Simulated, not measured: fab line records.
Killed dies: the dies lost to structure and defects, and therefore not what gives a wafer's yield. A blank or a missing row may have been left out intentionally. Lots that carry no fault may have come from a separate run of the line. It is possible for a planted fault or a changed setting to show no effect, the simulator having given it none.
The tool behind it: which one? | flow sky130 | 14 lots, 42 wafers sampled, at 5 steps of a route of 708

== WHAT EACH GAUGE READ, for each wafer ==
SKY_FIELD_ISO_THK_MEAS_25.
lot  | measured    | on           | FIELD_ISO_CVD_24_THK (nm)
L578 | day 2 13:00 | filmMetro-04 | 585 586 585
L579 | day 2 18:25 | filmMetro-01 | 601 597 591
L581 | day 3 06:57 | filmMetro-04 | 584 584 587
L588 | day 4 17:26 | filmMetro-04 | 602 612 598
L590 | day 5 03:21 | filmMetro-03 | 590 598 586
L591 | day 5 07:44 | filmMetro-04 | 599 584 586
L592 | day 5 12:35 | filmMetro-04 | 583 584 597
L593 | day 5 19:31 | filmMetro-04 | 595 595 600
L594 | day 6 05:11 | filmMetro-04 | 607 604 593
L595 | day 6 05:15 | filmMetro-01 | 591 596 591
L596 | day 6 10:23 | filmMetro-04 | 590 586 584
L597 | day 6 15:40 | filmMetro-03 | 600 591 592
L598 | day 6 20:52 | filmMetro-01 | 598 589 595
L600 | day 7 05:58 | filmMetro-03 | 588 588 588

SKY_PWDE_TW_MEAS_10.
lot  | measured    | on           | PWDE_TW
L578 | day 4 02:40 | filmMetro-02 | 374.4 375.5 373.4
L579 | day 4 09:04 | filmMetro-02 | 375.9 375.1 373.3
L581 | day 4 22:16 | filmMetro-01 | 378.0 378.4 377.9
L588 | day 6 11:29 | filmMetro-02 | 373.4 372.1 374.6
L590 | day 6 22:30 | filmMetro-01 | 378.5 379.8 379.3
L591 | day 7 03:15 | filmMetro-01 | 376.1 376.9 378.2
L592 | day 7 07:31 | filmMetro-02 | 373.9 372.6 371.7
L593 | day 7 14:32 | filmMetro-01 | 376.9 377.4 377.6
L594 | day 8 00:15 | filmMetro-01 | 375.6 377.2 377.9
L595 | day 8 02:33 | filmMetro-03 | 377.7 379.3 376.9
L596 | day 8 04:57 | filmMetro-03 | 374.6 375.0 376.0
L597 | day 8 13:45 | filmMetro-02 | 371.5 371.9 372.7
L598 | day 8 18:33 | filmMetro-03 | 378.6 378.3 378.1
L600 | day 9 05:25 | filmMetro-02 | 373.4 372.2 373.6

SKY_NWELL_TW_MEAS_26.
lot  | measured     | on           | NWELL_2_TW
L578 | day 5 13:31  | filmMetro-03 | 499 500 501
L579 | day 5 21:25  | filmMetro-03 | 500 499 501
L581 | day 6 11:49  | filmMetro-01 | 502 505 504
L588 | day 8 03:30  | filmMetro-03 | 502 504 503
L590 | day 8 15:01  | filmMetro-03 | 502 503 502
L591 | day 8 21:06  | filmMetro-03 | 498 502 499
L592 | day 9 01:25  | filmMetro-02 | 497 495 494
L593 | day 9 08:58  | filmMetro-03 | 502 502 503
L594 | day 9 18:16  | filmMetro-01 | 498 500 502
L595 | day 9 22:36  | filmMetro-01 | 502 501 501
L596 | day 10 01:07 | filmMetro-02 | 497 495 490
L597 | day 10 09:19 | filmMetro-03 | 498 498 496
L598 | day 10 14:55 | filmMetro-02 | 493 495 493
L600 | day 11 02:28 | filmMetro-01 | 499 502 501

SKY_NWELL_RS_MEAS_29: a four-point-probe measurement.
lot  | measured     | on           | NWELL_RS (ohm/sq)
L578 | day 5 13:45  | filmMetro-02 | 602.2 602.8 602.2
L579 | day 5 21:37  | filmMetro-02 | 619.1 619.1 620.9
L581 | day 6 12:01  | filmMetro-03 | 605.1 608.5 607.6
L588 | day 8 03:43  | filmMetro-02 | 603.4 602.7 603.9
L590 | day 8 15:15  | filmMetro-03 | 627.7 624.9 625.6
L591 | day 8 21:19  | filmMetro-01 | 621.3 620.2 618.6
L592 | day 9 01:39  | filmMetro-03 | 625.4 625.3 625.2
L593 | day 9 09:12  | filmMetro-02 | 620.2 621.6 620.2
L594 | day 9 18:29  | filmMetro-03 | 622.5 621.4 622.3
L595 | day 9 22:49  | filmMetro-01 | 623.0 620.7 623.4
L596 | day 10 01:20 | filmMetro-03 | 626.5 628.3 627.1
L597 | day 10 09:31 | filmMetro-01 | 621.7 623.4 623.9
L598 | day 10 15:07 | filmMetro-03 | 624.0 620.4 622.6
L600 | day 11 02:48 | filmMetro-03 | 626.8 626.8 625.6

== EACH LOT AND THE TOOL THAT RAN IT (in order: tool; ch and the chambers of the sampled wafers; start) ==
lot  | SKY_NWELL_IMPLANT_13
L578 | implanter-02 ch 0, day 4 19:58
L579 | implanter-01 ch 0, day 5 03:10
L581 | implanter-02 ch 0, day 5 15:55
L588 | implanter-01 ch 0, day 7 06:42
L590 | implanter-01 ch 0, day 7 18:14
L591 | implanter-03 ch 0, day 7 23:48
L592 | implanter-03 ch 0, day 8 03:44
L593 | implanter-02 ch 0, day 8 11:04
L594 | implanter-02 ch 0, day 8 20:50
L595 | implanter-03 ch 0, day 9 00:31
L596 | implanter-02 ch 0, day 9 03:20
L597 | implanter-03 ch 0, day 9 10:46
L598 | implanter-03 ch 0, day 9 15:45
L600 | implanter-02 ch 0, day 10 03:21
- SKY_NWELL_IMPLANT_13

== AS READ BY THE TOOLS THEMSELVES (means over the sampled wafers that have a number; for cases with no such wafer, the mark the record gives instead) ==
The record holds no such reading with a usual standard deviation.

== THE ANSWER, worked out from the rows above alone ==
Rule: the lots themselves supply what counts as usual. Put in order of their means at a reading, lots are off if they are a third of the lots or fewer, leave a main group of 4 or more, and stand apart from it by a gap of 3 or more times the standard deviation of the main group's means; of several such gaps the widest counts. A main group whose means are all the same, to the digits that the tables above print for the reading, isn't used. Also off: a lot with no number at a reading for which 4 or more lots have one. Where the step has rows for the other lots, those lots are counted as sound. The gauges are gone through in route order, then the tools' own readings, and for those a lot's mean is taken as printed above. The first step at which some lot is off is used, and at that step the reading that is off furthest; a lot without a number counts as furthest.
Off: at SKY_NWELL_RS_MEAS_29 (NWELL_RS), L578, L581, L588. The main group: mean 623.2 ohm/sq, standard deviation 2.5.
A tool fits if, at a process step before that reading, it ran every lot that is off, and no sound lot after the first of them. Gauges at SKY_NWELL_RS_MEAS_29: tried the same way as those tools. None of those tried fits.

== WHAT THE SIMULATOR HAD INSERTED ==
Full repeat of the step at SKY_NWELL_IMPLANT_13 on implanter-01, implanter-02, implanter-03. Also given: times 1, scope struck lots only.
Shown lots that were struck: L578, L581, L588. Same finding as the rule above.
